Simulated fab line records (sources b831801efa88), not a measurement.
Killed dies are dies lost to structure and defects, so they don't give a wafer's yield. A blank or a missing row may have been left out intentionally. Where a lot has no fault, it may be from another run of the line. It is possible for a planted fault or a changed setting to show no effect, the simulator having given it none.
The tool behind it: which one? ; flow sky130 ; 13 lots with 39 wafers sampled at 5 steps, on a route of 708 steps

== WHAT EACH GAUGE READ, for each wafer ==
SKY_CAPM_THK_MEAS_01.
lot;measured;on;CAPM_CVD_00_THK (nm)
L856;day 36 01:56;film_metro-03;15.20 15.63 15.41
L857;day 36 20:04;film_metro-04;15.43 15.64 15.49
L858;day 36 21:05;film_metro-01;15.18 15.29 15.82
L859;day 37 10:57;film_metro-01;15.39 15.71 15.54
L862;day 38 16:59;film_metro-01;15.19 15.74 15.52
L864;day 38 23:14;film_metro-03;26.11 26.71 26.42 26.11 26.72 26.51
L868;day 40 04:59;film_metro-01;15.52 15.62 15.83
L869;day 40 15:29;film_metro-01;26.18 26.40 26.62 26.18 26.40 26.61
L870;day 40 16:11;film_metro-01;15.34 15.35 15.67
L871;day 41 11:31;film_metro-03;15.21 15.41 15.47
L873;day 41 22:46;film_metro-04;15.22 15.18 15.15
L879;day 43 16:46;film_metro-03;15.36 15.28 15.32
L878;day 44 18:28;film_metro-03;15.56 15.65 15.90

SKY_CAPM_THK_MEAS_04: measures by xrf.
lot;measured;on;CAPM_TIN_THK (nm)
L856;day 36 02:13;film_metro-04;201.3 199.9 200.3
L857;day 36 20:22;film_metro-03;201.4 201.4 202.1
L858;day 36 21:22;film_metro-04;204.2 202.6 199.6
L859;day 37 11:14;film_metro-04;198.8 199.0 199.6
L862;day 38 17:16;film_metro-04;201.4 204.8 205.5
L868;day 40 05:17;film_metro-04;200.0 200.7 197.2
L870;day 40 16:28;film_metro-03;204.3 201.6 202.5
L871;day 41 11:48;film_metro-04;202.3 204.1 200.7
L873;day 41 23:03;film_metro-03;202.6 202.4 201.7
L879;day 43 17:04;film_metro-04;205.5 206.5 204.1
L878;day 44 18:47;film_metro-03;200.8 202.0 201.8

== WHAT TOOL EACH LOT RAN ON (gives the tool, then ch and the chambers of the sampled wafers, and finally the start) ==
lot;SKY_METAL3_SPUTTER_00;SKY_METAL3_SPUTTER_02;SKY_CAPM_CVD_00
L856;pvd_sputter-04, day 36 01:44;pvd_sputter-04, day 36 01:47;pecvd-03 ch 0,2, day 36 01:53
L857;pvd_sputter-03, day 36 19:52;pvd_sputter-03, day 36 19:55;pecvd-02 ch 0,1,2, day 36 20:02
L858;pvd_sputter-04, day 36 20:53;pvd_sputter-04, day 36 20:56;pecvd-01 ch 1,2, day 36 21:04
L859;pvd_sputter-01, day 37 10:45;pvd_sputter-01, day 37 10:48;pecvd-03 ch 0,1,2, day 37 10:55
L862;pvd_sputter-04, day 38 16:48;pvd_sputter-04, day 38 16:51;pecvd-03 ch 0,2, day 38 16:58
L864;pvd_sputter-03, day 38 23:02;pvd_sputter-03, day 38 23:05;pecvd-01 ch 0,1, day 38 23:12
L868;pvd_sputter-01, day 40 04:49;pvd_sputter-01, day 40 04:52;pecvd-03 ch 0,1, day 40 04:58
L869;pvd_sputter-04, day 40 15:18;pvd_sputter-04, day 40 15:21;pecvd-01 ch 0,1,2, day 40 15:28
L870;pvd_sputter-01, day 40 15:59;pvd_sputter-01, day 40 16:02;pecvd-03 ch 0,1, day 40 16:09
L871;pvd_sputter-04, day 41 11:19;pvd_sputter-04, day 41 11:22;pecvd-02 ch 1,2, day 41 11:29
L873;pvd_sputter-03, day 41 22:34;pvd_sputter-03, day 41 22:37;pecvd-03 ch 1,2, day 41 22:44
L879;pvd_sputter-04, day 43 16:35;pvd_sputter-04, day 43 16:38;pecvd-03 ch 0,2, day 43 16:44
L878;pvd_sputter-01, day 44 18:18;pvd_sputter-01, day 44 18:20;pecvd-01 ch 0,2, day 44 18:27
- SKY_METAL3_SPUTTER_00: material Ti, target thk 15 nm, time 10 s.
- SKY_METAL3_SPUTTER_02: material AlCu, target thk 735 nm, time 39.1 s.
- SKY_CAPM_CVD_00: deposits SiO2, target thk 15.5 nm.

== AS READ BY THE TOOLS THEMSELVES (means over the sampled wafers that have a number; for cases with no such wafer, the mark the record gives instead) ==
SKY_METAL3_SPUTTER_00.
lot;tool;throttle_valve_pct (%)
L856;pvd_sputter-04;29.7
L857;pvd_sputter-03;31.8
L858;pvd_sputter-04;30.7
L859;pvd_sputter-01;30.0
L862;pvd_sputter-04;29.3
L864;pvd_sputter-03;31.7
L868;pvd_sputter-01;30.3
L869;pvd_sputter-04;29.7
L870;pvd_sputter-01;30.1
L871;pvd_sputter-04;30.5
L873;pvd_sputter-03;31.6
L879;pvd_sputter-04;30.4
L878;pvd_sputter-01;29.9

SKY_METAL3_SPUTTER_02.
lot;tool;throttle_valve_pct (%)
L856;pvd_sputter-04;29.8
L857;pvd_sputter-03;31.7
L858;pvd_sputter-04;30.7
L859;pvd_sputter-01;30.0
L862;pvd_sputter-04;29.3
L864;pvd_sputter-03;31.7
L868;pvd_sputter-01;30.2
L869;pvd_sputter-04;29.8
L870;pvd_sputter-01;30.0
L871;pvd_sputter-04;30.4
L873;pvd_sputter-03;31.5
L879;pvd_sputter-04;30.5
L878;pvd_sputter-01;29.9

SKY_CAPM_CVD_00.
lot;tool;heater_power_w (W)
L856;pecvd-03;696
L857;pecvd-02;851
L858;pecvd-01;713
L859;pecvd-03;672
L862;pecvd-03;634
L864;pecvd-01;598
L868;pecvd-03;610
L869;pecvd-01;607
L870;pecvd-03;678
L871;pecvd-02;842
L873;pecvd-03;686
L879;pecvd-03;688
L878;pecvd-01;624

== THE ANSWER, worked out from the rows above alone ==
Rule: the usual values come from the lots themselves. Put in order of their means at a reading, lots are off if they are a third of the lots or fewer, leave a main group of 4 or more, and stand apart from it by a gap of 3 or more times the standard deviation of the main group's means; of several such gaps the widest counts. Not used: any main group whose means are identical at the precision the tables above print for the reading. A lot without any number at a reading at which 4 lots or more have one is off too. Any other lot the step has rows for is counted as sound. Order of review: gauges by route order, followed by the tools' own readings, for which a lot's mean as printed above is used. At the first step where some lot is off, the reading lying furthest off is the one used; lots without a number count as furthest.
Off: L864, L869, at SKY_CAPM_THK_MEAS_01 (CAPM_CVD_00_THK). Main group: mean 15.46 nm, sd 0.14.
If a tool, at a process step before that reading, ran all the lots that are off and no sound lot after the first of them, it fits. The gauges at SKY_CAPM_THK_MEAS_01 are tried like those tools. None of those tried fits.

== WHAT WAS PUT IN BY THE SIMULATOR ==
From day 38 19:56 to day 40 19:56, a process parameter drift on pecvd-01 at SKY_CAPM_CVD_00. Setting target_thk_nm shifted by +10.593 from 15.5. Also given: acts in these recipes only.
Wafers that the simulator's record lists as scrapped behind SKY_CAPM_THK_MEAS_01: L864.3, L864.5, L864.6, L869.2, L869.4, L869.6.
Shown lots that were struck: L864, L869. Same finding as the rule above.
